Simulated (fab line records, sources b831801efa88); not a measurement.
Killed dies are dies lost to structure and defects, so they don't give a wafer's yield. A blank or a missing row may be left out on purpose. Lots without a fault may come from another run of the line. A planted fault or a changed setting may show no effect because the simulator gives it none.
Chamber matching | flow gf180mcu | GF_V2_CVD_02 on pecvd-04: 3 sister chambers
The step deposits SiO2 from TEOS, target thk 850 nm, time 94.851 s. 6 wafers are shown with their chamber, then 10 later ones without.

WAFERS WITH THEIR CHAMBER
wafer  | chamber | heater_power_w (W) | susceptor_temp_C (C)
L085.2 | 0       | 534                | 399.79
L085.3 | 1       | 764                | 400.11
L086.3 | 0       | 557                | 400.01
L086.5 | 2       | 596                | 399.65
L091.1 | 2       | 568                | 400.03
L091.2 | 1       | 649                | 399.51

WAFERS WITHOUT THEIR CHAMBER
wafer  | heater_power_w (W) | susceptor_temp_C (C)
L091.6 | 588                | 400.22
L092.3 | 496                | 400.13
L092.4 | 559                | 399.74
L092.6 | 786                | 399.82
L093.3 | 489                | 399.93
L093.4 | 722                | 399.73
L093.5 | 605                | 399.89
L096.2 | 624                | 399.41
L096.3 | 732                | 399.86
L096.5 | 494                | 399.97

WHICH CHAMBER EACH WENT THROUGH
wafer  | from the rows above          | in truth
L091.6 | can't be placed: 2 or 0 or 1 | 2
L092.3 | can't be placed: 0 or 2      | 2
L092.4 | can't be placed: 2 or 0      | 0
L092.6 | 1                            | 1
L093.3 | can't be placed: 0 or 2      | 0
L093.4 | 1                            | 1
L093.5 | can't be placed: 2 or 0 or 1 | 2
L096.2 | can't be placed: 2 or 1 or 0 | 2
L096.3 | 1                            | 1
L096.5 | can't be placed: 0 or 2      | 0
Placed correctly: 3 of 10. Can't be placed from these rows: 7 (the true chamber is among the candidates in 7). Placed wrongly: 0.
How it was worked out, from the rows above alone: a wafer's distance from a chamber is the root of the sum, over the readings, of the square of ((its reading less the chamber's mean) divided by the reading's scatter). The wafer belongs to the nearest chamber; if the next one is less than 2 further off, it can't be placed. A chamber's mean is the mean of its shown wafers. The scatter: the root of (the sum of the squares of (reading less its chamber's mean) over the shown wafers, divided by (wafers less chambers)).
